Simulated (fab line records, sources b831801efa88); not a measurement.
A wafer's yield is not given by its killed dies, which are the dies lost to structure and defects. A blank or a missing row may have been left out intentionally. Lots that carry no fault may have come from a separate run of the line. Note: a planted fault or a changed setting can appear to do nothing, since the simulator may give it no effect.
The same fault as seen by 2 desks + flow sky130 + every desk sees just its own numbers, and what lay behind them comes last

METROLOGY DESK
What the gauges read, lot by lot, whatever tool the lot ran on: means of the sampled wafers that have a number. The brackets show how far a lot's mean lies from the usual mean; more than 4 standard deviations puts the lot out of limits, marked OUT.
Columns: A = NWELL_TW at SKY_NWELL_TW_MEAS_15, usual 1823; B = NWELL_01_OVL at SKY_NWELL_OVL_MEAS_23, usual -0.4 nm
| lot  | first seen here | A                    | B    |
|------|-----------------|----------------------|------|
| L426 | day 5 02:43     | 1840                 | 0.1  |
| L429 | day 6 00:40     | 1812                 | 0.5  |
| L428 | day 6 01:01     | 1805                 | -0.0 |
| L430 | day 6 05:10     | 1839                 | -1.3 |
| L432 | day 6 13:40     | 30 (-99 or more) OUT | 0.4  |
| L440 | day 8 12:18     | 1811                 | -0.2 |
| L441 | day 8 19:27     | 1811                 | -0.8 |
| L442 | day 8 22:39     | 1853                 | -0.3 |
| L443 | day 9 07:48     | 1821                 | 0.5  |
| L444 | day 9 10:16     | 1823                 | -0.3 |
| L445 | day 9 14:56     | 1842                 | 0.3  |
| L446 | day 9 20:29     | 1821                 | 0.7  |
| L447 | day 10 07:23    | 1800                 | 0.1  |
This desk's result: L432 out of limits, first on L432 (NWELL_TW at SKY_NWELL_TW_MEAS_15), day 6 13:40. L426, L429, L428, L430, L440, L441, L442, L443, L444, L445, L446, L447 stayed within limits.

FOR THE TOOL OWNER'S DESK: plasma asher-02
The tool's own readings at SKY_PWDE_STRIP_09 (strips in O2/N2): means of the sampled wafers that have a number, for each lot that ran on this tool. The brackets show how far a lot's mean lies from the usual mean; more than 4 standard deviations puts the lot out of limits, marked OUT.
Columns: A = drypump motor current A at SKY_PWDE_STRIP_09, usual 5.5 A; B = oes product au at SKY_PWDE_STRIP_09, usual 0.722 a.u.; C = strip time to endpoint s at SKY_PWDE_STRIP_09, usual 36.57 s
| lot  | first seen here | A   | B               | C     |
|------|-----------------|-----|-----------------|-------|
| L426 | day 4 09:04     | 5.1 | 0.719           | 36.72 |
| L428 | day 5 06:13     | 5.3 | 0.721           | 36.64 |
| L432 | day 5 18:16     | 5.3 | 0.930 (+46) OUT | -     |
| L442 | day 8 01:19     | 5.3 | 0.716           | 36.34 |
| L443 | day 8 09:49     | 5.1 | 0.722           | 36.49 |
| L444 | day 8 12:00     | 5.3 | 0.721           | 36.56 |
| L447 | day 9 09:34     | 5.3 | 0.728           | 36.53 |
Finding of this desk: L432 out of limits; the first was L432 at day 5 18:16, on oes product au at SKY_PWDE_STRIP_09. L426, L428, L442, L443, L444, L447 stayed within limits.

TAKEN TOGETHER
The tool owner's desk could have raised an alarm at day 5 18:16, on L432.
On L432, the metrology desk was in a position to raise an alarm at day 6 13:40.
The lots listed all ran SKY_PWDE_STRIP_09 on plasma asher-02.

WHAT HAD BEEN PUT IN BY THE SIMULATOR
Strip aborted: plasma asher-02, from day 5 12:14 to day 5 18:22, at SKY_PWDE_STRIP_09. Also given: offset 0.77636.
Lots struck among those shown: L432.
Hours from the fault's start to each desk's first reading out of limits: the tool owner's desk, 6; the metrology desk, 25.
